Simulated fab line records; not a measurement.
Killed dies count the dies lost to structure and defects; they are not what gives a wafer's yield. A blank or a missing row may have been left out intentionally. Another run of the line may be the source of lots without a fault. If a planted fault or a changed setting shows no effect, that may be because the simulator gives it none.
A struck lot beside a sound one -- flow gf180mcu -- 15 steps out of a route of 602
Sound: these wafers, L710.1, L710.2, L710.4. The struck wafers were L712.1, L712.2, L712.5. Last of all comes the cause.
Each step with rows lists, per side, the tool, then ch with its chambers, then its first start. Under that, the readings that differ: sound wafers -- struck wafers -- difference of the means -- sigmas: that difference in standard deviations of wafers without a fault.
alike: readings with means less than 2 such deviations apart, plus words and numbers identical on both sides. not compared: withheld readings, readings lacking a value on some wafer, bounds such as >300 that could conceal the same value, and numbers that have no deviation in the record and whose values overlap.
A row with sigmas, a row that says differs or no value, or rows on one side alone: a step with any of these is where the two part. Non-overlapping numbers with no deviation appear without sigmas and do not part them. A reading missing from all wafers of one side parts the sides only when that side holds two or more wafers.

first, 7 steps without rows for these wafers: GF_DUAL_GATE_DEHYDRATE_04 (time 60 s); GF_DUAL_GATE_HMDS_05 (prime time 60 s); GF_DUAL_GATE_COAT_06 (resist thk 1000 nm); GF_DUAL_GATE_SOFTBAKE_07 (time 60 s); GF_DUAL_GATE_EXPOSE_08 (exposes mask Dualgate, target cd 700 nm); GF_DUAL_GATE_PEB_09; GF_DUAL_GATE_DEVELOP_10 (develop time 60 s).
GF_DUAL_GATE_OVL_MEAS_11:
  sound: overlay-02 at day 8 17:42; struck: overlay-02 at day 9 01:13
  alike: DUAL_GATE_OVL
then, 1 step without rows for these wafers: GF_DUAL_GATE_WET_ETCH_12 (etches SiO2 in dHF, target depth 13 nm, time 260 s).
GF_DUAL_GATE_STRIP_13: strips in O2/N2.
  sound on plasma_asher-04 ch 0,1, day 8 17:49; struck on plasma_asher-04 ch 0,1, day 9 01:21
  alike: drypump_motor_current_A, heater_power_w, o2_flow_sccm, oes_product_au, strip_time_to_endpoint_s
  not compared: rf_hours_counter_h
then, 2 steps without rows for these wafers: GF_DUAL_GATE_CLEAN_14 (cleans in SC1/SC2, time 150 s); GF_DUAL_GATE_OXIDATION_15 (stabilise 600 s, purge 300 s, target thk 7.098 nm).
GF_POLY_GATE_CVD_00: deposits poly-Si, target thk 200 nm, time 1200 s.
  sound on lpcvd-01 ch 1, day 8 20:41; struck on lpcvd-01 ch 0, day 9 03:31
reading,sound,struck,difference,sigmas
spike_tc_bottom_C (C),637 639 638,678 678 679,+40,+13
spike_tc_centre_C (C),618.2 618.8 620.1,657.9 660.5 659.3,+40.2,+34
spike_tc_lower_C (C),617.6 617.3 620.5,658.1 657.7 657.6,+39.3,+41
spike_tc_top_C (C),633 634 632,676 678 677,+44,+14
spike_tc_upper_C (C),621.4 620.9 619.6,658.6 655.1 657.2,+36.3,+24
susceptor_temp_C (C),619.84 620.11 619.99,657.81 657.93 657.73,+37.84,+99 or more
zone_power_bottom_pct (%),12.4 12.4 12.5,13.5 13.3 13.6,+1.0,+3
model.poly-Si_of_POLY_GATE_CVD_00.thk_nm (nm),203.8 203.6 202.2,392.9 392.5 392.9,+189.6,
GF_POLY_GATE_THK_MEAS_01:
  sound: film_metro-04 at day 8 22:01; struck: film_metro-04 at day 9 05:05
reading,sound,struck,difference,sigmas
POLY_GATE_CVD_00_THK (nm),203.8 203.5 202.2,393.1 392.3 393.2,+189.7,+99 or more
  not compared: hold
GF_PASSIVATION_PROBE_99:
  sound wafers here have rows in the record (prober-01, day 29 09:12); struck ones have none

== WHERE THEY PART ==
At GF_POLY_GATE_CVD_00 first; at GF_PASSIVATION_PROBE_99 last (within this record only).

WHY: what had been put in by the simulator
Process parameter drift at GF_POLY_GATE_CVD_00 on lpcvd-01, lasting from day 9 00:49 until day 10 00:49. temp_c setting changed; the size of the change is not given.
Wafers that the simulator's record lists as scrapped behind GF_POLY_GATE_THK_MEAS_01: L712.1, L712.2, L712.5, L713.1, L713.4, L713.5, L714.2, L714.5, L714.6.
